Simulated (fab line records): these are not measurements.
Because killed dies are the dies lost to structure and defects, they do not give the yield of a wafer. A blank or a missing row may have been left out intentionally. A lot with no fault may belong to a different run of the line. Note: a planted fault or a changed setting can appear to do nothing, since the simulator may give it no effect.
The tool behind it: which one? -- flow sky130 -- 12 lots, 36 wafers sampled, at 1 step of a route of 708

== WHAT THE GAUGES SHOWED, per wafer ==
SKY_METAL1_CD_MEAS_15: target cd 140 nm.
lot,measured,on,cd nm (nm)
L075,day 33 14:22,cd sem-01,137.4 138.2 138.3
L077,day 34 08:11,cd sem-02,139.4 140.1 140.3
L079,day 35 01:39,cd sem-02,141.5 141.8 140.1
L081,day 35 07:50,cd sem-01,139.5 139.2 139.0
L083,day 36 02:05,cd sem-02,136.6 138.0 137.1
L085,day 36 14:13,cd sem-01,139.8 140.5 141.3
L086,day 37 04:59,cd sem-01,136.7 139.0 138.7
L089,day 37 21:04,cd sem-02,139.8 139.6 138.8
L091,day 38 07:50,cd sem-01,140.4 140.0 140.0
L093,day 39 04:25,cd sem-01,139.8 140.1 139.0
L095,day 39 08:23,cd sem-01,140.0 140.2 139.6
L097,day 40 00:52,cd sem-01,139.9 138.8 139.9

== WHICH TOOL RAN EACH LOT (tool, then ch and the chambers of the sampled wafers, then the start) ==
There is no process step in the record ahead of these readings.

== THE ANSWER, worked out from the rows above alone ==
Rule: usual is defined by the lots themselves. Put in order of their means at a reading, lots are off if they are a third of the lots or fewer, leave a main group of 4 or more, and stand apart from it by a gap of 3 or more times the standard deviation of the main group's means; of several such gaps the widest counts. A main group whose means are all the same, to the digits that the tables above print for the reading, isn't used. A lot without any number at a reading at which 4 lots or more have one is off too. Any other lot the step has rows for is counted as sound.
No lot is off on any of the readings shown, so nothing can be concluded from this.

== WHAT THE SIMULATOR HAD INSERTED ==
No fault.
